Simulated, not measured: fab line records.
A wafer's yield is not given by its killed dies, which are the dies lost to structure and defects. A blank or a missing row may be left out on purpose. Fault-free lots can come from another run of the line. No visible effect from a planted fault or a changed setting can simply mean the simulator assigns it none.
Lot-split experiment -- flow gf180mcu -- 23 wafers read from 5 lots, route of 602 steps

SPLIT DETAILS
At GF_SALICIDE_SPUTTER_03 (material TiN, target thk 20 nm, time 16.7 s), the setting time-s was moved away from the recipe's 16.7 s on 9 of the 23 wafers read, by +6.4% to +11.7%. For the rest of the wafers, this setting stayed at what the recipe calls for.

THE PATH FROM SPLIT TO READING: the file shows 1 step between them
- GF_SALICIDE_RS_MEAS_04: measures by four-point-probe

THE READING
SALICIDE_TIN_THK, in nm, at GF_SALICIDE_THK_MEAS_05 (measures by xrf). A value of 20.31 nm with a standard deviation of 0.25 nm is what fault-free wafers of this fab line usually give.

wafer,"tool, chamber at the split","time-s as run, s",against the recipe,"SALICIDE_TIN_THK, nm",against lot-mates on the recipe
L074.2,"pvd-sputter-01, -",16.7,recipe,20.64,-
L074.4,"pvd-sputter-01, -",16.7,recipe,20.46,-
L074.6,"pvd-sputter-01, -",16.7,recipe,20.50,-
L076.1,"pvd-sputter-01, -",16.7,recipe,20.57,-
L076.2,"pvd-sputter-01, -",16.7,recipe,20.54,-
L076.3,"pvd-sputter-01, -",18.06,+8.1%,22.19,+1.64
L076.5,"pvd-sputter-01, -",18.06,+8.1%,22.18,+1.62
L076.6,"pvd-sputter-01, -",18.06,+8.1%,22.17,+1.62
L077.1,"pvd-sputter-01, -",17.77,+6.4%,21.51,+1.39
L077.3,"pvd-sputter-01, -",16.7,recipe,20.26,-
L077.4,"pvd-sputter-01, -",17.77,+6.4%,21.55,+1.43
L077.5,"pvd-sputter-01, -",16.7,recipe,19.97,-
L077.6,"pvd-sputter-01, -",17.77,+6.4%,21.55,+1.43
L081.2,"pvd-sputter-01, -",16.7,recipe,20.13,-
L081.3,"pvd-sputter-01, -",16.7,recipe,20.36,-
L081.4,"pvd-sputter-01, -",16.7,recipe,20.38,-
L081.5,"pvd-sputter-01, -",16.7,recipe,20.41,-
L081.6,"pvd-sputter-01, -",16.7,recipe,20.34,-
L084.1,"pvd-sputter-01, -",18.65,+11.7%,23.05,+2.33
L084.2,"pvd-sputter-01, -",16.7,recipe,20.76,-
L084.3,"pvd-sputter-01, -",18.65,+11.7%,22.96,+2.24
L084.4,"pvd-sputter-01, -",16.7,recipe,20.68,-
L084.5,"pvd-sputter-01, -",18.65,+11.7%,23.17,+2.45

THE FIT
A straight line over all 23 wafers: SALICIDE_TIN_THK changes by +0.216 nm for each +1% of time-s; r = +0.98; the points scatter about the line by 0.2 nm.
The same after taking each lot's own level away (the mean of its wafers on the recipe; 23 wafers): +0.203 nm for each +1%; r = +1.00; scatter 0.094 nm.
According to that fit, moving time-s by its largest amount changes the reading by 2.4 nm.
Across the lots, their own levels run from 20.115 to 20.720 nm, a range of 2.4 times the standard deviation given above.
Consequently the slope shifts little with the lot-to-lot level, the two slopes agreeing.
Check: for one of the wafers moved furthest among these (+11.7%), held out of the fit, the line's prediction against its lot-mates is +2.39 nm. Against them it came out at +2.33 nm.

THESE WAFERS: OTHER SPLITS
Before the reading, these wafers also passed through other splits. Each is held against what the fit with the lots' levels taken away leaves over:
other split on the same wafers,wafers away from the commonest value,r with SALICIDE_TIN_THK (lot level and that fit taken away)
GF_SAB_CVD_00 time-s,8,-0.29
GF_SAB_DEVELOP_08 develop-time-s,7,-0.02

THE WHOLE CHAIN: every reading that the file lists as answering this split, in the file's order
step,what it does,reading,change (the file's fit),r (the file's)
GF_SALICIDE_SPUTTER_03,"material TiN, target thk 20 nm, time 16.7 s","TiN_of_SALICIDE_SPUTTER_03.thk-nm (the simulator's own value, which no gauge read)",+0.199 nm for each +1% of the setting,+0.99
GF_SALICIDE_RS_MEAS_04,measures by four-point-probe,SALICIDE_TIN_RS,-0.0584 for each +1% of the setting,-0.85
GF_SALICIDE_THK_MEAS_05,measures by xrf,SALICIDE_TIN_THK,+0.204 for each +1% of the setting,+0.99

THE FILE'S OWN FIT
SALICIDE_TIN_THK changes by +0.204 nm for each +1% of time-s, r = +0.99.
